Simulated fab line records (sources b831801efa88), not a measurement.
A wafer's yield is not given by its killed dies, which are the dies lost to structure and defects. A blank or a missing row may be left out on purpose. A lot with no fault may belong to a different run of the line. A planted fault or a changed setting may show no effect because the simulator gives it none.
Which of the tools did it? + flow sky130 + 12 lots, 36 wafers sampled, at 1 step of a route of 708

## WHAT THE GAUGES READ, wafer by wafer
SKY_LI_CONTACT_THK_MEAS_01.
| lot  | measured     | on           | LI_CONTACT_HDPCVD_THK (nm) |
|------|--------------|--------------|----------------------------|
| L075 | day 28 12:51 | filmMetro-01 | 905 917 922                |
| L077 | day 29 12:33 | filmMetro-01 | 909 900 900                |
| L079 | day 30 00:19 | filmMetro-04 | 907 901 898                |
| L081 | day 30 13:18 | filmMetro-04 | 902 900 904                |
| L082 | day 31 11:27 | filmMetro-01 | 904 911 893                |
| L085 | day 32 03:52 | filmMetro-01 | 908 899 913                |
| L087 | day 33 00:13 | filmMetro-03 | 895 904 894                |
| L089 | day 33 04:12 | filmMetro-03 | 904 902 911                |
| L091 | day 33 18:36 | filmMetro-01 | 913 903 903                |
| L093 | day 34 14:24 | filmMetro-04 | 881 885 890                |
| L095 | day 35 09:20 | filmMetro-03 | 894 904 894                |
| L097 | day 35 18:32 | filmMetro-01 | 883 886 884                |

## EACH LOT AND THE TOOL THAT RAN IT (in order: tool; ch and the chambers of the sampled wafers; start)
The record holds no process step before these readings.

## THE ANSWER, worked out from the rows above alone
Rule: what is usual is taken from the lots themselves. Put in order of their means at a reading, lots are off if they are a third of the lots or fewer, leave a main group of 4 or more, and stand apart from it by a gap of 3 or more times the standard deviation of the main group's means; of several such gaps the widest counts. Not used: any main group whose means are identical at the precision the tables above print for the reading. A lot without any number at a reading at which 4 lots or more have one is off too. Where the step has rows for the other lots, those lots are counted as sound.
Nothing can be told from this: no lot is off at any reading shown.

## WHAT THE SIMULATOR HAD INSERTED
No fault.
